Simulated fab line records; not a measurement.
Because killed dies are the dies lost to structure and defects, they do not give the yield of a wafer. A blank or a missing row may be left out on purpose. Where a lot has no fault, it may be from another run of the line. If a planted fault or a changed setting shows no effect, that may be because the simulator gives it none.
Matching of chambers | flow gf180mcu | GF_CONTACT_CMP_27 on cmp-01: 4 sister chambers
The step polishes, stops on SiO2, t overpolish 15 s, target thk 0 nm. 4 wafers are shown with their chamber, then 7 later ones without.

== EACH WAFER AND ITS CHAMBER ==
wafer  | chamber | time to endpoint s (s)
L951.3 | 0       | 67
L951.4 | 1       | 69
L953.2 | 2       | 77
L953.3 | 3       | 67

== WAFERS WHOSE CHAMBER IS MISSING ==
wafer  | time to endpoint s (s)
L953.4 | 67
L956.1 | 66
L956.2 | 69
L956.5 | 70
L960.2 | 75
L960.4 | 69
L960.5 | 72

== CHAMBER TAKEN BY EACH ==
wafer  | from the rows above               | in truth
L953.4 | can't be placed: 0 or 3 or 1      | 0
L956.1 | can't be placed: 0 or 3 or 1      | 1
L956.2 | can't be placed: 1 or 0 or 3      | 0
L956.5 | can't be placed: 1 or 0 or 3      | 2
L960.2 | 2                                 | 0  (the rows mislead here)
L960.4 | can't be placed: 1 or 0 or 3      | 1
L960.5 | can't be placed: 1 or 0 or 2 or 3 | 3
Correctly placed: 0 of 7. These rows do not allow placing 6 (true chamber among the candidates in 5). Number placed wrongly: 1.
How it was worked out, from the rows above alone: a wafer's distance from a chamber is the root of the sum, over the readings, of the square of ((its reading less the chamber's mean) divided by the reading's scatter). The wafer belongs to the nearest chamber; if the next one is less than 2 further off, it can't be placed. For every chamber, the mean is computed from those of its wafers that are shown. The scatter: with one shown wafer a chamber, the root of the mean of the squares of how far each hidden wafer lies from its nearest shown one.
